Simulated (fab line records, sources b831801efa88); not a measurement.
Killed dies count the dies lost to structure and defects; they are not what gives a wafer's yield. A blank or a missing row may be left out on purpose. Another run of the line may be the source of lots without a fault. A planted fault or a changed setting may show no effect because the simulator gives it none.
Problem report, 8D (eight disciplines) form, completed by code :: flow gf180mcu :: the parts of the form that need people (team, actions taken, sign-off) are left out

## 1. PROBLEM STATEMENT
Wafers free of any fault read 19.77 nm (standard deviation 0.24) for SALICIDE_TIN_THK at GF_SALICIDE_THK_MEAS_05, against a mean of 21.32 nm on 6 wafers of 2 lots. That is +6.5 standard deviations from the usual mean.
The step: measures by xrf.
First seen on wafer L820.1, day 19 17:08, on film-metro-03. At this step, 42 wafers from 14 lots have a number in the record. By rule, "out" or "out of limits" means more than 4 standard deviations away from the usual mean. Any other wafer with a number is counted as sound.

## 2. WHAT THIS IS AND IS NOT
question: which readings at this step
is: SALICIDE_TIN_THK
is not: -

question: which lots
is: L820, L822
is not: L808, L810, L812, L814, L816, L825, L826, L827, L828, L829, L830, L831

question: which wafers of those lots
is: all that have a number
is not: -

question: read on which gauges
is: film-metro-02, film-metro-03
is not: film-metro-04

question: when
is: from day 19 17:08
is not: up to then (15 sound wafers); but 21 sound wafers of L825, L826, L827, L828, L829, L830, L831 came after

## 3. WHAT RULES OUT EACH SUSPECT
Counting: a tool at a process step up to the reading stays a suspect if it ran every lot that is out and no sound lot after the first of them.
- the gauge at GF_SALICIDE_THK_MEAS_05 has been ruled out. 2 gauges (film-metro-02, film-metro-03) read the wafers that are out.
- pvd-sputter-04 at GF_SALICIDE_SPUTTER_03 (material TiN, target thk 20 nm, time 16.7 s): kept. All lots that are out passed through it, beginning with L820 at day 19 16:59, and no sound lot followed; its final sound lot before that point was L814 at day 17 05:56. Its own cathode-dc-power-W readings are out on those wafers.
The count leaves pvd-sputter-04 at GF_SALICIDE_SPUTTER_03.

## 4. THE CAUSE (what the simulator had put in)
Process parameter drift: pvd-sputter-04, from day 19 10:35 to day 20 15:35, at GF_SALICIDE_SPUTTER_03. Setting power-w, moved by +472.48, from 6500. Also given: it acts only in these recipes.
The count eliminated every tool but this one.

## 5. SEQUENCE OF EFFECTS, ordered by route
One row per reading whose mean, taken over the struck wafers that have a number, lies over 3 standard deviations from the usual. Only readings for which the record gives a usual standard deviation are gone through. hours: the time from each lot's start at the first step in this table that gives one to its start at this step, as a median over the lots. sigmas: the change in usual standard deviations.
hours: 0
step: GF_SALICIDE_SPUTTER_03
reading: cathode-dc-power-W
usual: 6500.0 W
on struck wafers: 6972.6
change: +472.6
sigmas: +99 or more

hours: 0
step: GF_SALICIDE_THK_MEAS_05
reading: SALICIDE_TIN_THK
usual: 19.77 nm
on struck wafers: 21.32
change: +1.55
sigmas: +6.5
Its process steps:
- GF_SALICIDE_SPUTTER_03: material TiN, target thk 20 nm, time 16.7 s.
At these later measuring or inspecting steps, every struck wafer for which the step has a row has a number for every such reading, and none has moved that far: GF_CONTACT_CD_MEAS_14.

## 6. WHAT WOULD HAVE CAUGHT IT SOONER
The first out-of-limits reading at a measuring or inspecting step in this record came at day 19 17:08, 7 hours after the fault's start at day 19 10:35.
At GF_SALICIDE_SPUTTER_03, the tool's own readings (cathode-dc-power-W) were out on each struck wafer the step has a row for, so an alarm limit on them would have fired on the first such wafer.
Lots out: 2; of these, L822 started GF_SALICIDE_SPUTTER_03 on pvd-sputter-04 after day 19 17:08. It would have been spared by a hold on the tool at that moment.
